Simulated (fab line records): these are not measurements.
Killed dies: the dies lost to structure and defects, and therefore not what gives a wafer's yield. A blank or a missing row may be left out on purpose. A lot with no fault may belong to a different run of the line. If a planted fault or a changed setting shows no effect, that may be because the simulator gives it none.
Which tool is to blame? / flow sky130 / 13 lots with 39 wafers sampled at 4 steps, on a route of 708 steps

## WHAT EACH GAUGE READ, for each wafer
SKY_VT_ADJUST_LVTN_TW_MEAS_10.
lot=L114; measured=day 7 04:30; on=film-metro-02; VT_ADJUST_LVTN_TW=246.1 244.4 245.3
lot=L115; measured=day 7 09:00; on=film-metro-01; VT_ADJUST_LVTN_TW=245.2 244.1 245.7
lot=L117; measured=day 7 17:01; on=film-metro-01; VT_ADJUST_LVTN_TW=244.6 243.8 243.6
lot=L119; measured=day 8 12:13; on=film-metro-02; VT_ADJUST_LVTN_TW=242.0 243.8 244.6
lot=L120; measured=day 8 15:49; on=film-metro-03; VT_ADJUST_LVTN_TW=244.1 244.2 244.6
lot=L122; measured=day 9 08:08; on=film-metro-01; VT_ADJUST_LVTN_TW=242.8 241.8 242.3
lot=L123; measured=day 9 09:40; on=film-metro-03; VT_ADJUST_LVTN_TW=241.8 243.3 242.9
lot=L124; measured=day 9 10:23; on=film-metro-02; VT_ADJUST_LVTN_TW=242.3 242.8 242.3
lot=L125; measured=day 9 11:19; on=film-metro-03; VT_ADJUST_LVTN_TW=241.6 243.8 244.2
lot=L129; measured=day 10 15:40; on=film-metro-03; VT_ADJUST_LVTN_TW=242.4 244.6 243.2
lot=L134; measured=day 12 11:05; on=film-metro-01; VT_ADJUST_LVTN_TW=243.7 244.0 243.7
lot=L135; measured=day 13 06:28; on=film-metro-01; VT_ADJUST_LVTN_TW=244.5 244.9 244.7
lot=L137; measured=day 13 15:29; on=film-metro-02; VT_ADJUST_LVTN_TW=240.7 241.7 242.0

SKY_LDD_N_OVL_MEAS_07.
lot=L114; measured=day 17 16:46; on=overlay-02; LDD_N_OVL (nm)=1.0 -0.8 1.5
lot=L115; measured=day 18 01:57; on=overlay-01; LDD_N_OVL (nm)=0.5 1.3 1.2
lot=L117; measured=day 18 20:17; on=overlay-02; LDD_N_OVL (nm)=-1.1 -2.1 -1.4
lot=L119; measured=day 19 21:02; on=overlay-01; LDD_N_OVL (nm)=0.5 0.7 -0.6
lot=L120; measured=day 20 00:23; on=overlay-02; LDD_N_OVL (nm)=0.5 0.3 -0.6
lot=L122; measured=day 21 06:21; on=overlay-01; LDD_N_OVL (nm)=-1.5 -0.5 -0.1
lot=L123; measured=day 21 11:44; on=overlay-01; LDD_N_OVL (nm)=1.4 0.1 -0.7
lot=L124; measured=day 21 07:41; on=overlay-02; LDD_N_OVL (nm)=-1.8 -2.4 -1.8
lot=L125; measured=day 21 12:23; on=overlay-01; LDD_N_OVL (nm)=0.4 0.9 1.4
lot=L129; measured=day 22 23:46; on=overlay-01; LDD_N_OVL (nm)=-0.3 -0.6 -0.8
lot=L134; measured=day 25 02:20; on=overlay-02; LDD_N_OVL (nm)=1.8 1.0 1.0
lot=L135; measured=day 25 22:17; on=overlay-02; LDD_N_OVL (nm)=-1.0 -0.3 -0.5
lot=L137; measured=day 26 12:17; on=overlay-01; LDD_N_OVL (nm)=-1.9 -0.3 -0.6

## WHAT TOOL EACH LOT RAN ON (gives the tool, then ch and the chambers of the sampled wafers, and finally the start)
lot=L114; SKY_NWELL_RTA_28=rtp-anneal-02 ch 0, day 5 14:08; SKY_GATE_OXIDE_EXPOSE_07=iline-stepper-01 ch 0, day 13 11:32
lot=L115; SKY_NWELL_RTA_28=rtp-anneal-01 ch 0, day 5 19:07; SKY_GATE_OXIDE_EXPOSE_07=iline-stepper-01 ch 0, day 13 15:59
lot=L117; SKY_NWELL_RTA_28=rtp-anneal-01 ch 0, day 6 02:23; SKY_GATE_OXIDE_EXPOSE_07=iline-stepper-01 ch 0, day 14 08:32
lot=L119; SKY_NWELL_RTA_28=rtp-anneal-02 ch 0, day 6 20:32; SKY_GATE_OXIDE_EXPOSE_07=iline-stepper-01 ch 0, day 15 03:05
lot=L120; SKY_NWELL_RTA_28=rtp-anneal-01 ch 0, day 7 00:39; SKY_GATE_OXIDE_EXPOSE_07=iline-stepper-01 ch 0, day 15 07:45
lot=L122; SKY_NWELL_RTA_28=rtp-anneal-02 ch 0, day 7 10:04; SKY_GATE_OXIDE_EXPOSE_07=iline-stepper-02 ch 0, day 16 07:46
lot=L123; SKY_NWELL_RTA_28=rtp-anneal-01 ch 0, day 7 14:28; SKY_GATE_OXIDE_EXPOSE_07=iline-stepper-02 ch 0, day 16 15:36
lot=L124; SKY_NWELL_RTA_28=rtp-anneal-01 ch 0, day 7 18:22; SKY_GATE_OXIDE_EXPOSE_07=iline-stepper-02 ch 0, day 16 15:01
lot=L125; SKY_NWELL_RTA_28=rtp-anneal-01 ch 0, day 7 23:47; SKY_GATE_OXIDE_EXPOSE_07=iline-stepper-02 ch 0, day 16 15:17
lot=L129; SKY_NWELL_RTA_28=rtp-anneal-02 ch 0, day 8 23:53; SKY_GATE_OXIDE_EXPOSE_07=iline-stepper-01 ch 0, day 18 03:12
lot=L134; SKY_NWELL_RTA_28=rtp-anneal-01 ch 0, day 10 10:14; SKY_GATE_OXIDE_EXPOSE_07=iline-stepper-02 ch 0, day 20 08:47
lot=L135; SKY_NWELL_RTA_28=rtp-anneal-02 ch 0, day 11 05:50; SKY_GATE_OXIDE_EXPOSE_07=iline-stepper-02 ch 0, day 21 06:57
lot=L137; SKY_NWELL_RTA_28=rtp-anneal-01 ch 0, day 11 13:14; SKY_GATE_OXIDE_EXPOSE_07=iline-stepper-02 ch 0, day 21 18:53
- SKY_NWELL_RTA_28: time 30 s.
- SKY_GATE_OXIDE_EXPOSE_07: exposes mask LVOM, target cd 600 nm.

## AS READ BY THE TOOLS THEMSELVES (means over the sampled wafers that have a number; for cases with no such wafer, the mark the record gives instead)
SKY_NWELL_RTA_28.
lot=L114; tool=rtp-anneal-02; lamp-power-pct (%)=25.30; wafer_temp_C_max=1055.7
lot=L115; tool=rtp-anneal-01; lamp-power-pct (%)=25.29; wafer_temp_C_max=1055.1
lot=L117; tool=rtp-anneal-01; lamp-power-pct (%)=25.33; wafer_temp_C_max=1054.2
lot=L119; tool=rtp-anneal-02; lamp-power-pct (%)=25.30; wafer_temp_C_max=1054.5
lot=L120; tool=rtp-anneal-01; lamp-power-pct (%)=25.30; wafer_temp_C_max=1055.1
lot=L122; tool=rtp-anneal-02; lamp-power-pct (%)=25.28; wafer_temp_C_max=1054.6
lot=L123; tool=rtp-anneal-01; lamp-power-pct (%)=25.36; wafer_temp_C_max=1055.7
lot=L124; tool=rtp-anneal-01; lamp-power-pct (%)=25.26; wafer_temp_C_max=1054.3
lot=L125; tool=rtp-anneal-01; lamp-power-pct (%)=25.30; wafer_temp_C_max=1054.3
lot=L129; tool=rtp-anneal-02; lamp-power-pct (%)=25.35; wafer_temp_C_max=1055.0
lot=L134; tool=rtp-anneal-01; lamp-power-pct (%)=25.34; wafer_temp_C_max=1054.5
lot=L135; tool=rtp-anneal-02; lamp-power-pct (%)=25.28; wafer_temp_C_max=1054.3
lot=L137; tool=rtp-anneal-01; lamp-power-pct (%)=25.25; wafer_temp_C_max=1056.0

SKY_GATE_OXIDE_EXPOSE_07.
lot=L114 tool=iline-stepper-01 exposure-dose-mJ-cm2=169.96
lot=L115 tool=iline-stepper-01 exposure-dose-mJ-cm2=169.81
lot=L117 tool=iline-stepper-01 exposure-dose-mJ-cm2=169.95
lot=L119 tool=iline-stepper-01 exposure-dose-mJ-cm2=169.83
lot=L120 tool=iline-stepper-01 exposure-dose-mJ-cm2=170.01
lot=L122 tool=iline-stepper-02 exposure-dose-mJ-cm2=169.90
lot=L123 tool=iline-stepper-02 exposure-dose-mJ-cm2=170.05
lot=L124 tool=iline-stepper-02 exposure-dose-mJ-cm2=169.97
lot=L125 tool=iline-stepper-02 exposure-dose-mJ-cm2=170.08
lot=L129 tool=iline-stepper-01 exposure-dose-mJ-cm2=170.16
lot=L134 tool=iline-stepper-02 exposure-dose-mJ-cm2=169.80
lot=L135 tool=iline-stepper-02 exposure-dose-mJ-cm2=170.09
lot=L137 tool=iline-stepper-02 exposure-dose-mJ-cm2=170.16

## THE ANSWER, worked out from the rows above alone
Rule: the usual values come from the lots themselves. Put in order of their means at a reading, lots are off if they are a third of the lots or fewer, leave a main group of 4 or more, and stand apart from it by a gap of 3 or more times the standard deviation of the main group's means; of several such gaps the widest counts. If all means in a main group match to the digits the tables above print for the reading, that group is not used. Also off: a lot with no number at a reading for which 4 or more lots have one. All remaining lots with rows at the step are treated as sound. First the gauges in route order, then the tools' own readings, where a lot's mean is used as printed above. At the first step where some lot is off, the reading lying furthest off is the one used; lots without a number count as furthest.
None of the lots is off at any reading shown; this tells nothing.

## WHAT THE SIMULATOR HAD PUT IN
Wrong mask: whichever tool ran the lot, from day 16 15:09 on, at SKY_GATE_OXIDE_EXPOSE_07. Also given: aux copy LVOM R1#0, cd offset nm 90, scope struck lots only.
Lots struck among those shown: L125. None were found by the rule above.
